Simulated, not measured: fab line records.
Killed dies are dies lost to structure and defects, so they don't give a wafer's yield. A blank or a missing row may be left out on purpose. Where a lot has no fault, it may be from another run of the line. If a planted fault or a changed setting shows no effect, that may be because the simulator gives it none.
Which tool was responsible? :: flow gf180mcu :: 13 lots, 39 wafers sampled, at 4 steps of a route of 602

## WHAT THE GAUGES SHOWED, per wafer
GF_TOP_METAL_OVL_MEAS_15. Usual: for TOP_METAL_OVL the level is 0.5 nm and the standard deviation is 1.4.
lot: L247
measured: day 28 12:23
on: overlay-01
TOP_METAL_OVL (nm): 1.1 2.2 1.8
flag: 

lot: L248
measured: day 28 14:17
on: overlay-02
TOP_METAL_OVL (nm): 0.0 -0.4 -0.2
flag: 

lot: L249
measured: day 29 02:18
on: overlay-01
TOP_METAL_OVL (nm): 0.7 3.0 3.2
flag: 

lot: L253
measured: day 29 23:48
on: overlay-01
TOP_METAL_OVL (nm): 2.0 2.4 0.9
flag: 

lot: L254
measured: day 30 11:07
on: overlay-02
TOP_METAL_OVL (nm): 0.2 0.8 1.3
flag: 

lot: L255
measured: day 30 13:32
on: overlay-01
TOP_METAL_OVL (nm): 0.8 0.3 0.2
flag: 

lot: L256
measured: day 30 18:32
on: overlay-01
TOP_METAL_OVL (nm): 3.1 1.5 0.1
flag: 

lot: L258
measured: day 31 09:30
on: overlay-02
TOP_METAL_OVL (nm): 1.9 0.9 -1.2
flag: 

lot: L259
measured: day 31 16:40
on: overlay-02
TOP_METAL_OVL (nm): 1.4 2.1 0.9
flag: 

lot: L262
measured: day 32 10:05
on: overlay-01
TOP_METAL_OVL (nm): 0.7 1.0 0.0
flag: 

lot: L263
measured: day 32 16:23
on: overlay-02
TOP_METAL_OVL (nm): 0.4 -0.3 -0.7
flag: 

lot: L264
measured: day 32 21:48
on: overlay-02
TOP_METAL_OVL (nm): 2.2 1.7 1.4
flag: 

lot: L269
measured: day 33 23:44
on: overlay-02
TOP_METAL_OVL (nm): 0.5 1.4 0.4
flag: 

## WHICH TOOL RAN EACH LOT (tool, then ch and the chambers of the sampled wafers, then the start)
lot: L247
GF_HV_LDD_STRIP_37: plasmaAsher-04 ch 0,1, day 12 02:07
GF_V5_SPUTTER_21: pvdSputter-02, day 27 15:47
GF_TOP_METAL_SPUTTER_01: pvdSputter-04, day 27 16:35

lot: L248
GF_HV_LDD_STRIP_37: plasmaAsher-04 ch 0,1, day 12 04:26
GF_V5_SPUTTER_21: pvdSputter-02, day 27 17:29
GF_TOP_METAL_SPUTTER_01: pvdSputter-01, day 27 18:17

lot: L249
GF_HV_LDD_STRIP_37: plasmaAsher-04 ch 0,1, day 12 16:07
GF_V5_SPUTTER_21: pvdSputter-02, day 28 05:37
GF_TOP_METAL_SPUTTER_01: pvdSputter-01, day 28 06:24

lot: L253
GF_HV_LDD_STRIP_37: plasmaAsher-04 ch 0,1, day 13 17:08
GF_V5_SPUTTER_21: pvdSputter-03, day 29 03:45
GF_TOP_METAL_SPUTTER_01: pvdSputter-03, day 29 04:34

lot: L254
GF_HV_LDD_STRIP_37: plasmaAsher-03 ch 0,1, day 14 04:50
GF_V5_SPUTTER_21: pvdSputter-03, day 29 15:43
GF_TOP_METAL_SPUTTER_01: pvdSputter-04, day 29 16:30

lot: L255
GF_HV_LDD_STRIP_37: plasmaAsher-02 ch 0,1, day 14 05:28
GF_V5_SPUTTER_21: pvdSputter-03, day 29 18:31
GF_TOP_METAL_SPUTTER_01: pvdSputter-04, day 29 19:19

lot: L256
GF_HV_LDD_STRIP_37: plasmaAsher-03 ch 0,1, day 14 14:28
GF_V5_SPUTTER_21: pvdSputter-02, day 29 23:27
GF_TOP_METAL_SPUTTER_01: pvdSputter-03, day 30 00:14

lot: L258
GF_HV_LDD_STRIP_37: plasmaAsher-04 ch 0,1, day 15 07:01
GF_V5_SPUTTER_21: pvdSputter-02, day 30 14:50
GF_TOP_METAL_SPUTTER_01: pvdSputter-01, day 30 15:44

lot: L259
GF_HV_LDD_STRIP_37: plasmaAsher-02 ch 0, day 15 15:56
GF_V5_SPUTTER_21: pvdSputter-02, day 30 22:28
GF_TOP_METAL_SPUTTER_01: pvdSputter-04, day 30 23:15

lot: L262
GF_HV_LDD_STRIP_37: plasmaAsher-04 ch 0,1, day 16 13:35
GF_V5_SPUTTER_21: pvdSputter-01, day 31 16:34
GF_TOP_METAL_SPUTTER_01: pvdSputter-03, day 31 17:22

lot: L263
GF_HV_LDD_STRIP_37: plasmaAsher-02 ch 0,1, day 16 19:58
GF_V5_SPUTTER_21: pvdSputter-01, day 31 23:13
GF_TOP_METAL_SPUTTER_01: pvdSputter-01, day 32 00:01

lot: L264
GF_HV_LDD_STRIP_37: plasmaAsher-02 ch 0,1, day 17 04:02
GF_V5_SPUTTER_21: pvdSputter-01, day 32 05:05
GF_TOP_METAL_SPUTTER_01: pvdSputter-01, day 32 05:53

lot: L269
GF_HV_LDD_STRIP_37: plasmaAsher-04 ch 0,1, day 18 14:49
GF_V5_SPUTTER_21: pvdSputter-03, day 33 07:31
GF_TOP_METAL_SPUTTER_01: pvdSputter-01, day 33 08:27
- GF_HV_LDD_STRIP_37: strips in O2/N2.
- GF_V5_SPUTTER_21: material Ti, target thk 15 nm, time 80.02 s.
- GF_TOP_METAL_SPUTTER_01: material TiN, target thk 30 nm, time 25 s.

## AS READ BY THE TOOLS THEMSELVES (means over the sampled wafers that have a number; for cases with no such wafer, the mark the record gives instead)
GF_HV_LDD_STRIP_37. Usual: drypumpMotorCurrentA 5.7 A, standard deviation 0.41; heaterPowerW 339 W, standard deviation 17; oesProductAu 0.716 a.u., standard deviation 0.0046; platenTempC 250.01 C, standard deviation 0.18; stripTimeToEndpointS 12.63 s, standard deviation 0.038.
lot: L247
tool: plasmaAsher-04
drypumpMotorCurrentA (A): 5.9
heaterPowerW (W): 345
oesProductAu (a.u.): 0.711
platenTempC (C): 249.85
stripTimeToEndpointS (s): 12.73
flag: 

lot: L248
tool: plasmaAsher-04
drypumpMotorCurrentA (A): 5.8
heaterPowerW (W): 351
oesProductAu (a.u.): 0.715
platenTempC (C): 250.17
stripTimeToEndpointS (s): 12.59
flag: 

lot: L249
tool: plasmaAsher-04
drypumpMotorCurrentA (A): 5.8
heaterPowerW (W): 347
oesProductAu (a.u.): 0.716
platenTempC (C): 249.83
stripTimeToEndpointS (s): 12.65
flag: 

lot: L253
tool: plasmaAsher-04
drypumpMotorCurrentA (A): 5.8
heaterPowerW (W): 345
oesProductAu (a.u.): 0.714
platenTempC (C): 250.19
stripTimeToEndpointS (s): 12.60
flag: 

lot: L254
tool: plasmaAsher-03
drypumpMotorCurrentA (A): 6.0
heaterPowerW (W): 320
oesProductAu (a.u.): 0.716
platenTempC (C): 249.97
stripTimeToEndpointS (s): 12.62
flag: 

lot: L255
tool: plasmaAsher-02
drypumpMotorCurrentA (A): 5.4
heaterPowerW (W): 330
oesProductAu (a.u.): 0.717
platenTempC (C): 250.11
stripTimeToEndpointS (s): 12.69
flag: 

lot: L256
tool: plasmaAsher-03
drypumpMotorCurrentA (A): 6.0
heaterPowerW (W): 326
oesProductAu (a.u.): 0.718
platenTempC (C): 250.00
stripTimeToEndpointS (s): 12.64
flag: 

lot: L258
tool: plasmaAsher-04
drypumpMotorCurrentA (A): 5.8
heaterPowerW (W): 346
oesProductAu (a.u.): 0.714
platenTempC (C): 250.22
stripTimeToEndpointS (s): 12.65
flag: 

lot: L259
tool: plasmaAsher-02
drypumpMotorCurrentA (A): 5.5
heaterPowerW (W): 324
oesProductAu (a.u.): 0.720
platenTempC (C): 249.94
stripTimeToEndpointS (s): 12.60
flag: 

lot: L262
tool: plasmaAsher-04
drypumpMotorCurrentA (A): 5.8
heaterPowerW (W): 344
oesProductAu (a.u.): 0.713
platenTempC (C): 250.24
stripTimeToEndpointS (s): 12.64
flag: 

lot: L263
tool: plasmaAsher-02
drypumpMotorCurrentA (A): 5.5
heaterPowerW (W): 323
oesProductAu (a.u.): 0.715
platenTempC (C): 249.81
stripTimeToEndpointS (s): 12.60
flag: 

lot: L264
tool: plasmaAsher-02
drypumpMotorCurrentA (A): 5.5
heaterPowerW (W): 327
oesProductAu (a.u.): 0.715
platenTempC (C): 249.96
stripTimeToEndpointS (s): 12.63
flag: 

lot: L269
tool: plasmaAsher-04
drypumpMotorCurrentA (A): 5.8
heaterPowerW (W): 347
oesProductAu (a.u.): 0.719
platenTempC (C): 250.08
stripTimeToEndpointS (s): 12.59
flag: 

GF_V5_SPUTTER_21. Usual: chamberPressurePa 5.001 Pa, standard deviation 0.01; throttleValvePct 30.2 %, standard deviation 0.84.
lot: L247
tool: pvdSputter-02
chamberPressurePa (Pa): 4.999
throttleValvePct (%): 31.0
flag: 

lot: L248
tool: pvdSputter-02
chamberPressurePa (Pa): 5.009
throttleValvePct (%): 30.4
flag: 

lot: L249
tool: pvdSputter-02
chamberPressurePa (Pa): 4.996
throttleValvePct (%): 31.2
flag: 

lot: L253
tool: pvdSputter-03
chamberPressurePa (Pa): 4.999
throttleValvePct (%): 29.4
flag: 

lot: L254
tool: pvdSputter-03
chamberPressurePa (Pa): 4.998
throttleValvePct (%): 29.5
flag: 

lot: L255
tool: pvdSputter-03
chamberPressurePa (Pa): 5.001
throttleValvePct (%): 29.8
flag: 

lot: L256
tool: pvdSputter-02
chamberPressurePa (Pa): 5.011
throttleValvePct (%): 30.5
flag: 

lot: L258
tool: pvdSputter-02
chamberPressurePa (Pa): 4.997
throttleValvePct (%): 30.4
flag: 

lot: L259
tool: pvdSputter-02
chamberPressurePa (Pa): 4.995
throttleValvePct (%): 30.2
flag: 

lot: L262
tool: pvdSputter-01
chamberPressurePa (Pa): 4.996
throttleValvePct (%): 30.1
flag: 

lot: L263
tool: pvdSputter-01
chamberPressurePa (Pa): 5.000
throttleValvePct (%): 30.2
flag: 

lot: L264
tool: pvdSputter-01
chamberPressurePa (Pa): 5.009
throttleValvePct (%): 30.4
flag: 

lot: L269
tool: pvdSputter-03
chamberPressurePa (Pa): 5.008
throttleValvePct (%): 29.4
flag: 

GF_TOP_METAL_SPUTTER_01. Usual: chamberPressurePa 0.4000 Pa, standard deviation 0.00088; throttleValvePct 29.9 %, standard deviation 0.84.
lot: L247
tool: pvdSputter-04
chamberPressurePa (Pa): 0.4003
throttleValvePct (%): 30.0
flag: 

lot: L248
tool: pvdSputter-01
chamberPressurePa (Pa): 0.3997
throttleValvePct (%): 30.3
flag: 

lot: L249
tool: pvdSputter-01
chamberPressurePa (Pa): 0.3995
throttleValvePct (%): 30.3
flag: 

lot: L253
tool: pvdSputter-03
chamberPressurePa (Pa): 0.4001
throttleValvePct (%): 29.3
flag: 

lot: L254
tool: pvdSputter-04
chamberPressurePa (Pa): 0.3992
throttleValvePct (%): 29.1
flag: 

lot: L255
tool: pvdSputter-04
chamberPressurePa (Pa): 0.4004
throttleValvePct (%): 29.5
flag: 

lot: L256
tool: pvdSputter-03
chamberPressurePa (Pa): 0.4002
throttleValvePct (%): 30.3
flag: 

lot: L258
tool: pvdSputter-01
chamberPressurePa (Pa): 0.3999
throttleValvePct (%): 30.3
flag: 

lot: L259
tool: pvdSputter-04
chamberPressurePa (Pa): 0.4006
throttleValvePct (%): 29.7
flag: 

lot: L262
tool: pvdSputter-03
chamberPressurePa (Pa): 0.4009
throttleValvePct (%): 30.3
flag: 

lot: L263
tool: pvdSputter-01
chamberPressurePa (Pa): 0.3998
throttleValvePct (%): 30.3
flag: 

lot: L264
tool: pvdSputter-01
chamberPressurePa (Pa): 0.3995
throttleValvePct (%): 30.0
flag: 

lot: L269
tool: pvdSputter-01
chamberPressurePa (Pa): 0.4004
throttleValvePct (%): 30.3
flag: 

## THE ANSWER, worked out from the rows above alone
Rule: a lot counts as off when the mean over its wafers that have a number is more than 3 standard deviations away from the usual mean. A lot without any number at a reading at which 4 lots or more have one is off too. Any other lot the step has rows for is counted as sound. First the gauges in route order, then the tools' own readings, where a lot's mean is used as printed above. At the first step where some lot is off, the reading lying furthest off is the one used; lots without a number count as furthest.
Across all readings shown, no lot is off: no conclusion can be drawn from this.

## WHAT THE SIMULATOR PUT IN
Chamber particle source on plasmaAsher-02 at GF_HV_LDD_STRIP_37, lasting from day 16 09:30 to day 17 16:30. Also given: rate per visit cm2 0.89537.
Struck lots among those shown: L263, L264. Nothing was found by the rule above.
